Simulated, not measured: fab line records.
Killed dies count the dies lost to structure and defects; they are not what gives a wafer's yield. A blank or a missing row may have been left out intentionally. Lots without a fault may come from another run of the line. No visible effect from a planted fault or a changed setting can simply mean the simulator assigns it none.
Which tool is to blame?    flow sfq line    route of 325 steps, sampled at 1 step: 14 lots, 42 wafers

== WHAT EACH GAUGE READ, for each wafer ==
Not one reading of a measure or inspect step in the record can be checked against a usual standard deviation.

== WHAT TOOL EACH LOT RAN ON (gives the tool, then ch and the chambers of the sampled wafers, and finally the start) ==
lot   SFQ_TRILAYER_R5_ETCH_METAL_ETCH_139
L251  rie metal-04 ch 0,1, day 53 22:42
L252  rie metal-03 ch 1, day 53 23:58
L253  rie metal-04 ch 0,1, day 54 02:31
L256  rie metal-04 ch 1, day 59 13:32
L258  rie metal-03 ch 0,1, day 59 19:28
L259  rie metal-03 ch 0,1, day 60 00:17
L260  rie metal-04 ch 0,1, day 60 01:28
L261  rie metal-02 ch 0,1, day 65 08:37
L264  rie metal-02 ch 0,1, day 67 18:12
L265  rie metal-04 ch 0,1, day 67 20:37
L266  rie metal-04 ch 1, day 67 23:00
L270  rie metal-03 ch 0,1, day 68 07:11
L271  rie metal-02 ch 0,1, day 68 08:23
L272  rie metal-03 ch 0,1, day 68 09:35
- SFQ_TRILAYER_R5_ETCH_METAL_ETCH_139: etches the open film in Cl2, stops on SiO2, target depth 60 nm, time 40 s.

== AS READ BY THE TOOLS THEMSELVES (means over the sampled wafers that have a number; for cases with no such wafer, the mark the record gives instead) ==
SFQ_TRILAYER_R5_ETCH_METAL_ETCH_139. Usual: drypump motor current A 5.8 A, standard deviation 0.59; oes product au 0.990 a.u., standard deviation 0.0073.
lot   tool          drypump motor current A (A)  oes product au (a.u.)  flag
L251  rie metal-04  5.0                          0.995                  
L252  rie metal-03  6.1                          0.984                  
L253  rie metal-04  5.0                          0.996                  
L256  rie metal-04  4.8                          0.991                  
L258  rie metal-03  5.7                          0.988                  
L259  rie metal-03  5.9                          0.985                  
L260  rie metal-04  5.3                          0.994                  
L261  rie metal-02  6.4                          0.991                  
L264  rie metal-02  6.4                          0.984                  
L265  rie metal-04  5.0                          0.953                  OFF
L266  rie metal-04  4.7                          0.946                  OFF
L270  rie metal-03  5.9                          0.985                  
L271  rie metal-02  6.5                          0.993                  
L272  rie metal-03  5.7                          0.984                  

== THE ANSWER, worked out from the rows above alone ==
Rule: a lot is off if the mean of its wafers that have a number lies more than 3 standard deviations from the usual mean. A lot without any number at a reading at which 4 lots or more have one is off too. All remaining lots with rows at the step are treated as sound. First the gauges in route order, then the tools' own readings, where a lot's mean is used as printed above. At the first step where some lot is off, the reading lying furthest off is the one used; lots without a number count as furthest.
Off: L265, L266, at SFQ_TRILAYER_R5_ETCH_METAL_ETCH_139 (oes product au).
If a tool, at that step or one of the process steps before it, ran each lot that is off and ran no sound lot following the first of them, it fits. One candidate fits, namely rie metal-04 at SFQ_TRILAYER_R5_ETCH_METAL_ETCH_139. Its last sound lot is L260 (day 60 01:28), its first lot that is off L265 (day 67 20:37): a fault that began between those two fits.
On the lots that are off, the tool's own readings at SFQ_TRILAYER_R5_ETCH_METAL_ETCH_139 differ by more than 5 times the standard deviation of the sound lots' means, which bears it out; oes product au reads 0.950 a.u. there versus 0.989 a.u. on the sound lots.

== WHAT WAS PUT IN BY THE SIMULATOR ==
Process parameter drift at SFQ_TRILAYER_R5_ETCH_METAL_ETCH_139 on rie metal-04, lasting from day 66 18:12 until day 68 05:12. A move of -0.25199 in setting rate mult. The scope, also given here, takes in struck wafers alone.
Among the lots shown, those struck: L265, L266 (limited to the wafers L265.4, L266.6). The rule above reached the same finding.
